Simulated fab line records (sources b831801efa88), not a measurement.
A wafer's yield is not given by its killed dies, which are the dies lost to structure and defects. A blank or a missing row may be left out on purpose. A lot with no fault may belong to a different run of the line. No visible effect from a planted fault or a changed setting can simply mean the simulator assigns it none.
Which tool was responsible? | flow sky130 | 11 lots with 33 wafers sampled at 5 steps, on a route of 708 steps

## WHAT THE GAUGES SHOWED, per wafer
SKY_POLY_GATE_CD_MEAS_13: target cd 150 nm. Usual: cd-nm reads 149.9 nm (standard deviation 1.3).
lot  | measured     | on        | cd-nm (nm)        | flag
L268 | day 17 06:29 | cd-sem-01 | 151.8 151.9 150.7 |
L270 | day 17 19:54 | cd-sem-01 | 148.4 148.7 148.6 |
L271 | day 18 15:26 | cd-sem-01 | 149.8 148.9 150.4 |
L272 | day 19 02:14 | cd-sem-01 | 151.0 149.5 150.8 |
L274 | day 19 14:41 | cd-sem-02 | 148.9 148.9 148.8 |
L281 | day 22 07:34 | cd-sem-01 | 148.6 148.1 148.8 |
L282 | day 22 10:10 | cd-sem-01 | 150.2 149.9 149.3 |
L283 | day 23 13:05 | cd-sem-01 | 151.4 150.4 150.6 |
L284 | day 23 15:06 | cd-sem-02 | 148.6 148.7 147.3 |
L286 | day 23 23:30 | cd-sem-01 | 151.1 148.7 150.2 |
L288 | day 24 14:34 | cd-sem-02 | 148.6 149.0 148.6 |

SKY_POLY_GATE_THK_MEAS_21. Usual: for POLY_GATE_OXIDATION_THK the level is 3.97 nm and the standard deviation is 0.077.
lot  | measured     | on            | POLY_GATE_OXIDATION_THK (nm) | flag
L268 | day 17 10:20 | film-metro-02 | 4.06 4.00 4.06               |
L270 | day 17 22:05 | film-metro-04 | 4.04 4.06 3.95               |
L271 | day 18 20:00 | film-metro-04 | 4.02 4.04 4.02               |
L272 | day 19 04:01 | film-metro-03 | 3.89 3.84 3.87               |
L274 | day 19 16:28 | film-metro-03 | 4.04 4.02 3.89               |
L281 | day 22 09:21 | film-metro-04 | 4.66 4.63 4.58               | OFF
L282 | day 22 11:56 | film-metro-04 | 4.52 4.51 4.53               | OFF
L283 | day 23 14:52 | film-metro-02 | 4.60 4.54 4.67               | OFF
L284 | day 23 17:35 | film-metro-02 | 4.02 4.05 4.08               |
L286 | day 24 01:17 | film-metro-04 | 3.93 3.96 4.02               |
L288 | day 24 18:20 | film-metro-04 | 3.97 3.87 3.80               |

## WHICH TOOL RAN EACH LOT (tool, then ch and the chambers of the sampled wafers, then the start)
lot  | SKY_NWELL_STRIP_14                   | SKY_POLY_GATE_STRIP_18               | SKY_POLY_GATE_OXIDATION_20
L268 | plasma-asher-04 ch 0, day 5 04:49    | plasma-asher-03 ch 0,1, day 17 06:52 | furnace-01 ch 0, day 17 09:05
L270 | plasma-asher-02 ch 0,1, day 5 17:37  | plasma-asher-02 ch 0,1, day 17 20:16 | furnace-02 ch 0, day 17 20:50
L271 | plasma-asher-04 ch 0,1, day 6 01:17  | plasma-asher-03 ch 0,1, day 18 15:50 | furnace-01 ch 0, day 18 18:45
L272 | plasma-asher-04 ch 0,1, day 6 08:56  | plasma-asher-02 ch 0,1, day 19 02:37 | furnace-01 ch 0, day 19 02:46
L274 | plasma-asher-04 ch 0,1, day 6 15:49  | plasma-asher-02 ch 0,1, day 19 15:04 | furnace-02 ch 0, day 19 15:13
L281 | plasma-asher-03 ch 0,1, day 8 13:10  | plasma-asher-02 ch 0,1, day 22 07:57 | furnace-01 ch 0, day 22 08:06
L282 | plasma-asher-04 ch 0,1, day 8 14:33  | plasma-asher-01 ch 0,1, day 22 10:33 | furnace-01 ch 0, day 22 10:40
L283 | plasma-asher-03 ch 0,1, day 9 10:43  | plasma-asher-02 ch 0,1, day 23 13:28 | furnace-01 ch 0, day 23 13:37
L284 | plasma-asher-02 ch 0,1, day 9 11:04  | plasma-asher-01 ch 0,1, day 23 15:29 | furnace-02 ch 0, day 23 16:20
L286 | plasma-asher-03 ch 0,1, day 9 20:02  | plasma-asher-01 ch 0,1, day 23 23:52 | furnace-02 ch 0, day 24 00:01
L288 | plasma-asher-04 ch 0,1, day 10 02:50 | plasma-asher-03 ch 1, day 24 14:56   | furnace-02 ch 0, day 24 17:04
- SKY_NWELL_STRIP_14: strips in O2/N2.
- SKY_POLY_GATE_STRIP_18: strips in O2/N2.
- SKY_POLY_GATE_OXIDATION_20: stabilise 600 s, purge 300 s, target thk 4 nm.

## WHAT THE TOOLS THEMSELVES READ (means of the sampled wafers that have a number; where no wafer has one, the mark that the record gives instead)
SKY_NWELL_STRIP_14. Usual: drypump-motor-current-A 5.7 A, standard deviation 0.56; oes-product-au 0.722 a.u., standard deviation 0.0048; strip-time-to-endpoint-s 36.93 s, standard deviation 0.096.
lot  | tool            | drypump-motor-current-A (A) | oes-product-au (a.u.) | strip-time-to-endpoint-s (s) | flag
L268 | plasma-asher-04 | 6.1                         | 0.722                 | 36.98                        |
L270 | plasma-asher-02 | 5.4                         | 0.726                 | 36.86                        |
L271 | plasma-asher-04 | 5.8                         | 0.720                 | 37.07                        |
L272 | plasma-asher-04 | 5.8                         | 0.723                 | 36.95                        |
L274 | plasma-asher-04 | 5.5                         | 0.724                 | 36.88                        |
L281 | plasma-asher-03 | 5.6                         | 0.720                 | 37.15                        |
L282 | plasma-asher-04 | 5.8                         | 0.728                 | 36.91                        |
L283 | plasma-asher-03 | 5.7                         | 0.720                 | 36.88                        |
L284 | plasma-asher-02 | 5.8                         | 0.722                 | 36.91                        |
L286 | plasma-asher-03 | 5.7                         | 0.727                 | 36.85                        |
L288 | plasma-asher-04 | 5.5                         | 0.722                 | 36.90                        |

SKY_POLY_GATE_STRIP_18. Usual: drypump-motor-current-A 5.7 A, standard deviation 0.56; oes-product-au 0.361 a.u., standard deviation 0.0048; strip-time-to-endpoint-s 3.18 s, standard deviation 0.033.
lot  | tool            | drypump-motor-current-A (A) | oes-product-au (a.u.) | strip-time-to-endpoint-s (s) | flag
L268 | plasma-asher-03 | 5.7                         | 0.361                 | 3.20                         |
L270 | plasma-asher-02 | 5.4                         | 0.357                 | 3.18                         |
L271 | plasma-asher-03 | 5.6                         | 0.358                 | 3.20                         |
L272 | plasma-asher-02 | 5.4                         | 0.360                 | 3.17                         |
L274 | plasma-asher-02 | 5.7                         | 0.362                 | 3.21                         |
L281 | plasma-asher-02 | 5.7                         | 0.357                 | 3.17                         |
L282 | plasma-asher-01 | 6.2                         | 0.353                 | 3.17                         |
L283 | plasma-asher-02 | 5.8                         | 0.360                 | 3.21                         |
L284 | plasma-asher-01 | 6.1                         | 0.359                 | 3.17                         |
L286 | plasma-asher-01 | 6.1                         | 0.363                 | 3.20                         |
L288 | plasma-asher-03 | 6.5                         | 0.363                 | 3.20                         |

SKY_POLY_GATE_OXIDATION_20. Usual: spike-tc-centre-C 850.7 C, standard deviation 1.2; spike-tc-lower-C 850.5 C, standard deviation 1.1; spike-tc-top-C 862.1 C, standard deviation 1.6; spike-tc-upper-C 850.4 C, standard deviation 1.1; tube-center-temp-C 850 C, standard deviation 0.07; tube_center_temp_C_max 852.2, standard deviation 0.34.
lot  | tool       | spike-tc-centre-C (C) | spike-tc-lower-C (C) | spike-tc-top-C (C) | spike-tc-upper-C (C) | tube-center-temp-C (C) | tube_center_temp_C_max | flag
L268 | furnace-01 | 851.6                 | 849.7                | 863.1              | 850.9                | 850                    | 852.2                  |
L270 | furnace-02 | 850.4                 | 850.8                | 860.6              | 850.2                | 850                    | 852.5                  |
L271 | furnace-01 | 850.4                 | 850.2                | 863.5              | 849.9                | 850                    | 851.9                  |
L272 | furnace-01 | 849.8                 | 850.7                | 863.5              | 850.3                | 850                    | 852.1                  |
L274 | furnace-02 | 850.6                 | 851.5                | 860.4              | 850.6                | 850                    | 852.2                  |
L281 | furnace-01 | 862.9                 | 862.5                | 875.1              | 862.5                | 862                    | 863.7                  | OFF
L282 | furnace-01 | 864.1                 | 861.9                | 875.4              | 861.4                | 862                    | 864.1                  | OFF
L283 | furnace-01 | 863.4                 | 861.2                | 875.4              | 860.6                | 862                    | 863.9                  | OFF
L284 | furnace-02 | 850.3                 | 850.5                | 860.6              | 849.3                | 850                    | 852.3                  |
L286 | furnace-02 | 849.8                 | 850.2                | 860.6              | 850.7                | 850                    | 852.2                  |
L288 | furnace-02 | 849.4                 | 851.2                | 859.6              | 851.9                | 850                    | 852.1                  |

## THE ANSWER, worked out from the rows above alone
Rule: take the mean of a lot's wafers that have a number; if it is more than 3 standard deviations from the usual mean, the lot is off. A lot without any number at a reading at which 4 lots or more have one is off too. Where the step has rows for the other lots, those lots are counted as sound. The gauges are gone through in route order, then the tools' own readings, and for those a lot's mean is taken as printed above. At the first step where some lot is off, the reading lying furthest off is the one used; lots without a number count as furthest.
Off: L281, L282, L283, seen at SKY_POLY_GATE_THK_MEAS_21 (POLY_GATE_OXIDATION_THK).
If a tool, at a process step before that reading, ran all the lots that are off and no sound lot after the first of them, it fits. Not tried: the gauges at SKY_POLY_GATE_THK_MEAS_21; whatever is off there is also off at SKY_POLY_GATE_OXIDATION_20, on other tools, and gauge error can't account for it. One fits: SKY_POLY_GATE_OXIDATION_20 on furnace-01. Its last sound lot is L272 (day 19 02:46), its first lot that is off L281 (day 22 08:06): a fault that began between those two fits.
The tool's own readings at SKY_POLY_GATE_OXIDATION_20 bear it out: on the lots that are off they differ by more than 5 times the standard deviation of the sound lots' means. spike-tc-centre-C reads 863.5 C there against 850.3 C on the sound lots; spike-tc-lower-C reads 861.9 C there against 850.6 C on the sound lots; spike-tc-top-C reads 875.3 C there against 861.5 C on the sound lots; spike-tc-upper-C reads 861.5 C there against 850.5 C on the sound lots; tube-center-temp-C reads 862 C there against 850 C on the sound lots; tube_center_temp_C_max reads 863.9 there against 852.2 on the sound lots.

## WHAT THE SIMULATOR PUT IN
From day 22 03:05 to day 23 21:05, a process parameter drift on furnace-01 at SKY_POLY_GATE_OXIDATION_20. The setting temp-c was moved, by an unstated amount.
Lots struck among those shown: L281, L282, L283. This agrees with what the rule above found.
